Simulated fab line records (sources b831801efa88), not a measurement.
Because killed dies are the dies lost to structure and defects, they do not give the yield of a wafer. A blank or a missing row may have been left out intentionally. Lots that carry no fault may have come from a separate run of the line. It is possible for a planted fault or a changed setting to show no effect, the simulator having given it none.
Which tool did it? | flow gf180mcu | 12 lots, 36 wafers sampled, at 4 steps of a route of 602

## WHAT THE GAUGES SHOWED, per wafer
GF_VT_IMPLANT_TW_MEAS_10. Usual: VT_IMPLANT_TW gives 563 (standard deviation 4.9).
lot  | measured     | on           | VT_IMPLANT_TW | flag
L499 | day 6 06:08  | filmMetro-04 | 567 564 565   | 
L500 | day 6 17:47  | filmMetro-04 | 565 568 566   | 
L502 | day 6 23:13  | filmMetro-03 | 568 569 570   | 
L503 | day 7 04:28  | filmMetro-04 | 562 566 565   | 
L505 | day 7 14:28  | filmMetro-04 | 565 560 564   | 
L506 | day 7 23:50  | filmMetro-02 | 557 556 559   | 
L507 | day 8 05:27  | filmMetro-02 | 562 562 560   | 
L508 | day 8 11:21  | filmMetro-04 | 569 565 568   | 
L510 | day 8 22:54  | filmMetro-02 | 560 559 558   | 
L514 | day 10 01:01 | filmMetro-02 | 559 556 557   | 
L519 | day 11 06:49 | filmMetro-03 | 570 570 569   | 
L520 | day 11 13:02 | filmMetro-04 | 567 568 567   | 

GF_POLY_GATE_THK_MEAS_17. Usual: POLY_GATE_OXIDATION_THK gives 4.07 nm (standard deviation 0.073).
lot  | measured     | on           | POLY_GATE_OXIDATION_THK (nm) | flag
L499 | day 9 22:51  | filmMetro-02 | 4.07 4.01 4.05               | 
L500 | day 10 12:19 | filmMetro-04 | 4.18 4.13 4.12               | 
L502 | day 10 18:29 | filmMetro-04 | 4.12 4.18 4.13               | 
L503 | day 10 23:41 | filmMetro-02 | 4.00 3.99 3.96               | 
L505 | day 11 12:47 | filmMetro-02 | 4.06 3.98 4.00               | 
L506 | day 12 01:15 | filmMetro-02 | 6.70 6.63 6.73               | OFF
L507 | day 12 05:55 | filmMetro-02 | 4.18 4.09 4.06               | 
L508 | day 12 13:25 | filmMetro-02 | 4.10 4.01 4.05               | 
L510 | day 13 02:37 | filmMetro-02 | 6.60 6.40 6.56               | OFF
L514 | day 14 12:37 | filmMetro-02 | 6.73 6.86 6.70               | OFF
L519 | day 15 19:53 | filmMetro-02 | 4.02 4.05 4.10               | 
L520 | day 16 02:46 | filmMetro-01 | 4.07 4.12 4.03               | 

## WHICH TOOL RAN EACH LOT (tool, then ch and the chambers of the sampled wafers, then the start)
lot  | GF_NWELL_STRIP_10                  | GF_POLY_GATE_OXIDATION_16
L499 | plasmaAsher-02 ch 0,1, day 3 21:30 | furnace-01 ch 0, day 9 21:36
L500 | plasmaAsher-01 ch 0,1, day 4 07:14 | furnace-02 ch 0, day 10 11:02
L502 | plasmaAsher-03 ch 0,1, day 4 12:26 | furnace-02 ch 0, day 10 17:13
L503 | plasmaAsher-01 ch 0,1, day 4 16:42 | furnace-01 ch 0, day 10 22:25
L505 | plasmaAsher-02 ch 0,1, day 5 01:59 | furnace-02 ch 0, day 11 11:31
L506 | plasmaAsher-02 ch 0,1, day 5 10:15 | furnace-01 ch 0, day 11 21:31 and furnace-02 ch 0, day 12 00:00
L507 | plasmaAsher-02 ch 0,1, day 5 15:26 | furnace-01 ch 0, day 12 04:41
L508 | plasmaAsher-02 ch 0,1, day 5 19:01 | furnace-01 ch 0, day 12 12:10
L510 | plasmaAsher-02 ch 0,1, day 6 07:26 | furnace-02 ch 0, day 12 23:57
L514 | plasmaAsher-01 ch 0,1, day 7 06:20 | furnace-01 ch 0, day 14 09:31 and furnace-02 ch 0, day 14 11:21
L519 | plasmaAsher-02 ch 0,1, day 8 07:59 | furnace-02 ch 0, day 15 18:38
L520 | plasmaAsher-02 ch 0,1, day 8 13:44 | furnace-02 ch 0, day 16 01:31
- GF_NWELL_STRIP_10: strips in O2/N2.
- GF_POLY_GATE_OXIDATION_16: stabilise 600 s, purge 300 s, target thk 4 nm.

## WHAT THE TOOLS THEMSELVES READ (means of the sampled wafers that have a number; where no wafer has one, the mark that the record gives instead)
GF_NWELL_STRIP_10. Usual: drypumpMotorCurrentA 6.0 A, standard deviation 0.49; heaterPowerW 344 W, standard deviation 35; o2FlowSccm 2999 sccm, standard deviation 9.5; oesProductAu 0.723 a.u., standard deviation 0.0049; stripTimeToEndpointS 36.95 s, standard deviation 0.12.
lot  | tool           | drypumpMotorCurrentA (A) | heaterPowerW (W) | o2FlowSccm (sccm) | oesProductAu (a.u.) | stripTimeToEndpointS (s) | flag
L499 | plasmaAsher-02 | 6.1                      | 320              | 3001              | 0.723               | 36.94                    | 
L500 | plasmaAsher-01 | 6.5                      | 357              | 3000              | 0.726               | 36.95                    | 
L502 | plasmaAsher-03 | 5.2                      | 385              | 3013              | 0.724               | 36.93                    | 
L503 | plasmaAsher-01 | 6.6                      | 355              | 2986              | 0.727               | 37.07                    | 
L505 | plasmaAsher-02 | 6.1                      | 312              | 2993              | 0.723               | 36.98                    | 
L506 | plasmaAsher-02 | 6.1                      | 334              | 3003              | 0.726               | 36.97                    | 
L507 | plasmaAsher-02 | 6.1                      | 319              | 3003              | 0.728               | 36.88                    | 
L508 | plasmaAsher-02 | 6.1                      | 318              | 3008              | 0.722               | 37.04                    | 
L510 | plasmaAsher-02 | 6.1                      | 342              | 3000              | 0.718               | 37.02                    | 
L514 | plasmaAsher-01 | 6.5                      | 358              | 3002              | 0.723               | 37.05                    | 
L519 | plasmaAsher-02 | 6.1                      | 335              | 3006              | 0.720               | 37.02                    | 
L520 | plasmaAsher-02 | 6.1                      | 336              | 2999              | 0.722               | 36.78                    | 

GF_POLY_GATE_OXIDATION_16. Usual: oxTempC 849.9 C, standard deviation 0.38; spikeTcBottomC 869.3 C, standard deviation 2.9; spikeTcLowerC 850.9 C, standard deviation 1; zonePowerLowerPct 15.9 %, standard deviation 0.81.
lot  | tool                  | oxTempC (C) | spikeTcBottomC (C) | spikeTcLowerC (C) | zonePowerLowerPct (%) | flag
L499 | furnace-01            | 849.6       | 867.0              | 850.9             | 15.3                  | 
L500 | furnace-02            | 849.6       | 872.2              | 851.2             | 16.8                  | 
L502 | furnace-02            | 850.1       | 871.6              | 851.5             | 16.7                  | 
L503 | furnace-01            | 849.6       | 866.8              | 851.2             | 15.0                  | 
L505 | furnace-02            | 849.3       | 871.7              | 851.1             | 16.7                  | 
L506 | furnace-01/furnace-02 | 850.4       | 868.8              | 850.8             | 15.8                  | 
L507 | furnace-01            | 850.5       | 867.7              | 850.5             | 15.2                  | 
L508 | furnace-01            | 849.8       | 866.8              | 850.7             | 15.2                  | 
L510 | furnace-02            | 850.0       | 872.0              | 850.9             | 16.7                  | 
L514 | furnace-01/furnace-02 | 849.9       | 869.4              | 851.0             | 15.9                  | 
L519 | furnace-02            | 849.8       | 873.0              | 851.5             | 16.7                  | 
L520 | furnace-02            | 849.9       | 871.9              | 851.6             | 16.6                  | 

## THE ANSWER, worked out from the rows above alone
Rule: a lot counts as off when the mean over its wafers that have a number is more than 3 standard deviations away from the usual mean. Also off: a lot with no number at a reading for which 4 or more lots have one. All remaining lots with rows at the step are treated as sound. After the gauges, taken in route order, come the tools' own readings; for these a lot's mean is taken, as printed above. At the first step where some lot is off, the reading lying furthest off is the one used; lots without a number count as furthest.
Off: L506, L510, L514, at GF_POLY_GATE_THK_MEAS_17 (POLY_GATE_OXIDATION_THK).
A tool fits if, at a process step before that reading, it ran every lot that is off, and no sound lot after the first of them. The gauges at GF_POLY_GATE_THK_MEAS_17 are tried like those tools. Not one of the candidates tried fits.

## WHAT THE SIMULATOR HAD INSERTED
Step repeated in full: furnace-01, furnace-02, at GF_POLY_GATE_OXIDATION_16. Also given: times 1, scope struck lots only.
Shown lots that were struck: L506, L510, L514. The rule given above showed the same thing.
